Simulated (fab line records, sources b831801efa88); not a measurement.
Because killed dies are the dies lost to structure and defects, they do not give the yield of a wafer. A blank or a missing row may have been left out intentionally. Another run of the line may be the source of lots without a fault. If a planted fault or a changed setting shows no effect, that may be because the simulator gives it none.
Comparing a struck lot with a sound one :: flow sky130 :: 16 out of 708 route steps
Sound: the wafers L335.2, L335.5, L335.6. Wafers struck: L340.1, L340.2, L340.3. The cause comes at the end.
Each step with rows lists, per side, the tool, then ch with its chambers, then its first start. Under that, the readings that differ: sound wafers :: struck wafers :: difference of the means :: sigmas: that difference in standard deviations of wafers without a fault.
alike: words and numbers the same on both sides, and readings whose means are apart by under 2 such deviations; not compared: readings that were withheld, readings missing a value for some wafer, numbers with overlapping values and no deviation given by the record, and bounds like >300 which may hide the same value.
The two part at a step that has a row with sigmas, a row that says differs or no value, or rows on one side only. When numbers do not overlap yet have no deviation, they are printed without sigmas and do not part them. A reading missing from all wafers of one side parts the sides only when that side holds two or more wafers.

SKY_LDD_HVN_OVL_MEAS_07:
  sound on overlay-01, day 25 02:11; struck on overlay-01, day 26 11:59
  alike: LDD_HVN_OVL
after that, 1 step had no rows for these wafers: SKY_LDD_HVN_IMPLANT_08.
SKY_LDD_HVN_STRIP_09: strips in O2/N2.
  sound on plasma asher-02 ch 0,1, day 25 02:22; struck on plasma asher-01 ch 0,1, day 26 12:10
reading: drypump motor current A (A)
sound: 6.4 6.4 5.9
struck: 5.9 5.1 5.1
difference: -0.9
sigmas: -2
  alike: o2 flow sccm, oes product au, strip time to endpoint s
  not compared: rf hours counter h
SKY_LDD_HVN_TW_MEAS_10:
  sound on film metro-02, day 25 02:29; struck on film metro-02, day 26 12:16
  alike: LDD_HVN_TW
then, 7 steps without rows for these wafers: SKY_LDD_HVP_DEHYDRATE_00 (time 60 s); SKY_LDD_HVP_HMDS_01 (prime time 60 s); SKY_LDD_HVP_COAT_02 (resist thk 300 nm); SKY_LDD_HVP_SOFTBAKE_03 (time 60 s); SKY_LDD_HVP_EXPOSE_04 (exposes mask HVPTM, target cd 700 nm); SKY_LDD_HVP_PEB_05; SKY_LDD_HVP_DEVELOP_06 (develop time 60 s).
SKY_LDD_HVP_OVL_MEAS_07:
  sound on overlay-01, day 26 08:13; struck on overlay-01, day 27 17:07
  alike: LDD_HVP_OVL
SKY_LDD_HVP_IMPLANT_08:
  sound on implanter-03 ch 0, day 26 08:17; struck on implanter-03 ch 0, day 27 17:09
reading: beam on s (s)
sound: 9.54 9.91 9.99
struck: 12.42 12.22 11.74
difference: +2.31
sigmas: +13

reading: faraday current uA
sound: 100.5 97.1 95.8
struck: 77.3 78.5 81.1
difference: -18.8
sigmas: -10
SKY_LDD_HVP_STRIP_09: strips in O2/N2.
  sound on plasma asher-01 ch 0,1, day 26 08:24; struck on plasma asher-01 ch 0,1, day 27 17:18
  alike: drypump motor current A, o2 flow sccm, oes product au, strip time to endpoint s
  not compared: rf hours counter h
SKY_LDD_HVP_TW_MEAS_10:
  sound on film metro-01, day 26 08:31; struck on film metro-03, day 27 17:38
reading: LDD_HVP_TW
sound: 453 451 452
struck: 484 486 483
difference: +32
sigmas: +10
  not compared: hold
-- record jumps: 22 days separate the struck wafers' starts on either side; left off in module LDD_HVP, taken up again in module PAD_OPEN, whose first shown step is the route's number 708 --
SKY_PAD_OPEN_PROBE_99:
  sound on prober-01, day 49 03:47; struck on prober-02, day 49 23:08
reading: model.etest.tip_p_5v.rs ohm sq
sound: 2854 2844 2842
struck: 2506 2506 2503
difference: -342
sigmas: 
  alike: killed_at_M0_to_M3, killed_at_M4_up, killed at contacts, killed at front end, killed at other, killed dies, killed open, killed short

## WHERE THEY PART
Earliest at SKY_LDD_HVN_STRIP_09; latest, in this record, at SKY_LDD_HVP_TW_MEAS_10. Later steps at which nothing parts them and some readings are alike: SKY_PAD_OPEN_PROBE_99.

WHY: the cause the simulator had injected
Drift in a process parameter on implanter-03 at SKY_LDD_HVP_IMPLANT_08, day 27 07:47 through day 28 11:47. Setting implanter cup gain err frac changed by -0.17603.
